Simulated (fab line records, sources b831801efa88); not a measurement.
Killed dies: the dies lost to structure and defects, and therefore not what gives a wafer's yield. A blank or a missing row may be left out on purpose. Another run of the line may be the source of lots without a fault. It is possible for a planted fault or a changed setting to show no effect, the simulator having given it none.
Struck lot and sound lot, side by side || flow sfqLine || 16 out of 325 route steps
Sound: these wafers, L302.1, L302.2, L302.6. Wafers struck: L305.3, L305.4, L305.5. The cause is named last.
Order at every step that has rows: each side's tool, ch and its chambers, its first start. Under that, the readings that differ: sound wafers || struck wafers || difference of the means || sigmas: that difference in standard deviations of wafers without a fault.
alike: readings with means less than 2 such deviations apart, plus words and numbers identical on both sides. not compared: withheld readings, readings lacking a value on some wafer, bounds such as >300 that could conceal the same value, and numbers that have no deviation in the record and whose values overlap.
Wherever a step has rows on one side only, a row that says differs or no value, or a row with sigmas, the two part there. When numbers do not overlap yet have no deviation, they are printed without sigmas and do not part them. A reading that every wafer of one side lacks parts them only if that side has two wafers or more.

SFQ_I0_OVL_MEAS_908:
  sound on overlay-02, day 20 22:50; struck on overlay-01, day 22 07:43
  alike: I0_OVL
SFQ_TRILAYER_I0_VIA_BARC_OPEN_VIA_ETCH_046: etches BARC in O2, target depth 125 nm, time 41.7 s.
  sound on rieDiel-04 ch 1,2, day 20 22:52; struck on rieDiel-04 ch 0,1, day 22 07:44
  alike: drypumpMotorCurrentA, oesProductAu
  not compared: rfHoursCounterH
SFQ_TRILAYER_I0_VIA_ETCH_VIA_ETCH_034: etches SiO2 in CHF3, stops on Nb, target depth 260 nm.
  sound on rieDiel-04 ch 1,2, day 20 22:55; struck on rieDiel-04 ch 0,1, day 22 07:46
  alike: drypumpMotorCurrentA, oesProductAu
SFQ_TRILAYER_I0_VIA_STRIP_STRIP_035: strips in O2.
  sound on rieMetal-02 ch 0,1, day 20 23:01; struck on rieMetal-01 ch 0,1, day 22 08:05
  alike: drypumpMotorCurrentA, oesProductAu
  not compared: rfHoursCounterH
then, 2 steps without rows for these wafers: SFQ_TRILAYER_I0_VIA_STRIP_SOLV_CLEAN_036 (cleans in NMP, time 600 s); SFQ_TRILAYER_M1_DEP_PRE_CLEAN_038 (time 22.5 s).
SFQ_TRILAYER_M1_DEP_SPUTTER_037: material Nb, target thk 200 nm, time 133.3 s.
  sound on pvdSputter-03, day 20 23:50; struck on pvdSputter-03, day 22 08:41
  alike: throttleValvePct
SFQ_M1_RS_MEAS_909: the measuring method here is four-point-probe.
  sound on filmMetro-04, day 20 23:55; struck on filmMetro-02, day 22 08:49
  alike: M1_NB_RS
then, 3 steps without rows for these wafers: SFQ_TRILAYER_M1_LITHO_COAT_044 (resist thk 62 nm); SFQ_TRILAYER_M1_LITHO_COAT_039 (resist thk 600 nm); SFQ_TRILAYER_M1_LITHO_SOFTBAKE_043.
-- the record jumps here: 6 days lie between the struck wafers' starts before and after --
SFQ_TRILAYER_M1_LITHO_EXPOSE_040: exposes mask M1, target cd 500 nm.
  sound on krfScanner-02 ch 0, day 27 06:59; struck on krfScanner-02 ch 0, day 28 10:59
{"reading": "model.M1.overlayXNm (nm)", "sound": "1.884 1.884 1.884", "struck": "40.86 40.86 40.86", "difference": "+38.98", "sigmas": ""}
  alike: mask
then, 2 steps without rows for these wafers: SFQ_TRILAYER_M1_LITHO_PEB_042 (peb time 60 s); SFQ_TRILAYER_M1_LITHO_DEVELOP_041 (time 60 s).
SFQ_M1_OVL_MEAS_911:
  sound on overlay-02, day 27 08:29; struck on overlay-02, day 28 12:18
{"reading": "M1_OVL (nm)", "sound": "-1 -10 -6", "struck": "44 41 53", "difference": "+52", "sigmas": "+10"}
  not compared: hold
SFQ_TRILAYER_M1_BARC_OPEN_METAL_ETCH_054: etches BARC in O2, target depth 125 nm, time 41.7 s.
  sound on rieMetal-02 ch 0,1, day 27 08:31; struck on rieMetal-03 ch 0,1, day 28 13:30
{"reading": "hold", "sound": "- - -", "struck": "awaitDispo/1.2h/release awaitDispo/1.2h/release awaitDispo/1.2h/release", "difference": "no value on the sound wafers", "sigmas": ""}
  alike: drypumpMotorCurrentA, oesProductAu
  not compared: rfHoursCounterH

WHERE THEY PART
First at SFQ_M1_OVL_MEAS_911; last, within this record, at SFQ_TRILAYER_M1_BARC_OPEN_METAL_ETCH_054.

WHY: whatever the simulator had introduced
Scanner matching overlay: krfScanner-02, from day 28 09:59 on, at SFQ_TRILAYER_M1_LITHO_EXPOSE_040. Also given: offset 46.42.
